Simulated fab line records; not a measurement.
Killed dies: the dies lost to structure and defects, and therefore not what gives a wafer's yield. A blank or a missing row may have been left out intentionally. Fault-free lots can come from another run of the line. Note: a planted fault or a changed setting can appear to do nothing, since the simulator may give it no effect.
Which tool is to blame? -- flow sfqLine -- 14 lots with 42 wafers sampled at 2 steps, on a route of 325 steps

== WHAT EACH GAUGE READ, for each wafer ==
The record holds no reading of a measuring or inspecting step that can be judged against a usual standard deviation.

== WHAT TOOL EACH LOT RAN ON (gives the tool, then ch and the chambers of the sampled wafers, and finally the start) ==
lot,SFQ_TRILAYER_L0_CAP_PECVD_011,SFQ_TRILAYER_L0_VIA_ETCH_VIA_ETCH_016
L437,"pecvd-02 ch 0,2, day 3 15:53","rieDiel-02 ch 0,3, day 4 21:49"
L439,"pecvd-02 ch 1,2, day 3 20:41","rieDiel-02 ch 0,1,2, day 5 04:05"
L440,"pecvd-04 ch 0,1, day 3 21:52","rieDiel-03 ch 0,2,3, day 5 08:53"
L441,"pecvd-01 ch 0,1,2, day 4 00:16","rieDiel-04 ch 0,1,2, day 5 10:07"
L444,"pecvd-01 ch 0,1,2, day 4 06:30","rieDiel-02 ch 0,2, day 5 19:47"
L447,"pecvd-04 ch 0,2, day 4 21:25","rieDiel-02 ch 1,2, day 6 08:59"
L448,"pecvd-02 ch 0,1, day 5 03:41","rieDiel-02 ch 0,2,3, day 6 13:47"
L449,"pecvd-04 ch 0,1,2, day 5 12:05","rieDiel-02 ch 0,1,3, day 6 23:23"
L451,"pecvd-01 ch 0,1,2, day 5 22:59","rieDiel-02 ch 1,2, day 7 11:23"
L452,"pecvd-02 ch 0,1, day 6 03:47","rieDiel-03 ch 1,2, day 7 14:59"
L453,"pecvd-02 ch 1,2, day 6 08:35","rieDiel-03 ch 1,2, day 7 21:59"
L455,"pecvd-02 ch 0,2, day 6 18:11","rieDiel-04 ch 0,2, day 8 06:34"
L456,"pecvd-01 ch 0,2, day 6 22:59","rieDiel-03 ch 0,2,3, day 8 08:58"
L457,"pecvd-01 ch 0,1,2, day 7 02:50","rieDiel-02 ch 1,3, day 8 12:34"
- SFQ_TRILAYER_L0_CAP_PECVD_011: deposits SiO2 from SiH4/N2O, time 13.333 s, target thk 60 nm.
- SFQ_TRILAYER_L0_VIA_ETCH_VIA_ETCH_016: etches SiO2 in CHF3, stops on MoNx KI, target depth 80 nm.

== AS READ BY THE TOOLS THEMSELVES (means over the sampled wafers that have a number; for cases with no such wafer, the mark the record gives instead) ==
SFQ_TRILAYER_L0_CAP_PECVD_011. Usual: heaterPowerOuterW 32 W, standard deviation 12; heaterPowerW 87 W, standard deviation 21; throttleValvePct 24.0 %, standard deviation 1.5.
lot,tool,heaterPowerOuterW (W),heaterPowerW (W),throttleValvePct (%),flag
L437,pecvd-02,26,87,23.5,
L439,pecvd-02,49,113,25.3,
L440,pecvd-04,21,62,25.2,
L441,pecvd-01,38,98,22.6,
L444,pecvd-01,37,97,22.6,
L447,pecvd-04,27,73,24.1,
L448,pecvd-02,41,108,24.2,
L449,pecvd-04,24,68,25.0,
L451,pecvd-01,38,98,22.7,
L452,pecvd-02,39,104,24.2,
L453,pecvd-02,47,111,25.6,
L455,pecvd-02,33,95,23.8,
L456,pecvd-01,26,79,23.0,
L457,pecvd-01,36,97,22.8,

SFQ_TRILAYER_L0_VIA_ETCH_VIA_ETCH_016. Usual: drypumpMotorCurrentA 5.8 A, standard deviation 0.34; oesProductAu 0.843 a.u., standard deviation 0.007.
lot,tool,drypumpMotorCurrentA (A),oesProductAu (a.u.),flag
L437,rieDiel-02,5.6,0.842,
L439,rieDiel-02,5.8,0.843,
L440,rieDiel-03,5.6,0.843,
L441,rieDiel-04,5.6,0.848,
L444,rieDiel-02,5.9,0.847,
L447,rieDiel-02,5.7,0.808,OFF
L448,rieDiel-02,5.8,0.847,
L449,rieDiel-02,5.6,0.799,OFF
L451,rieDiel-02,5.9,0.840,
L452,rieDiel-03,6.1,0.846,
L453,rieDiel-03,6.1,0.843,
L455,rieDiel-04,5.6,0.836,
L456,rieDiel-03,5.6,0.842,
L457,rieDiel-02,5.6,0.837,

== THE ANSWER, worked out from the rows above alone ==
Rule: lot off if the mean of its wafers having a number is beyond 3 standard deviations from the usual mean. Also off: a lot with no number at a reading for which 4 or more lots have one. Where the step has rows for the other lots, those lots are counted as sound. Order of review: gauges by route order, followed by the tools' own readings, for which a lot's mean as printed above is used. At the first step where some lot is off, the reading lying furthest off is the one used; lots without a number count as furthest.
Off: L447, L449 (SFQ_TRILAYER_L0_VIA_ETCH_VIA_ETCH_016, oesProductAu).
A tool fits if, at that step or a process step before it, it ran every lot that is off, and no sound lot after the first of them. One candidate fits, namely pecvd-04 at SFQ_TRILAYER_L0_CAP_PECVD_011. A fault onset in the window from L440 (day 3 21:52, its last sound lot) to L447 (day 4 21:25, its first lot off) fits.

== WHAT THE SIMULATOR HAD PUT IN ==
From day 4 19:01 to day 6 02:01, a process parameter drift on pecvd-04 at SFQ_TRILAYER_L0_CAP_PECVD_011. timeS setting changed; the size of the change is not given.
Shown lots that were struck: L447, L449. This agrees with what the rule above found.
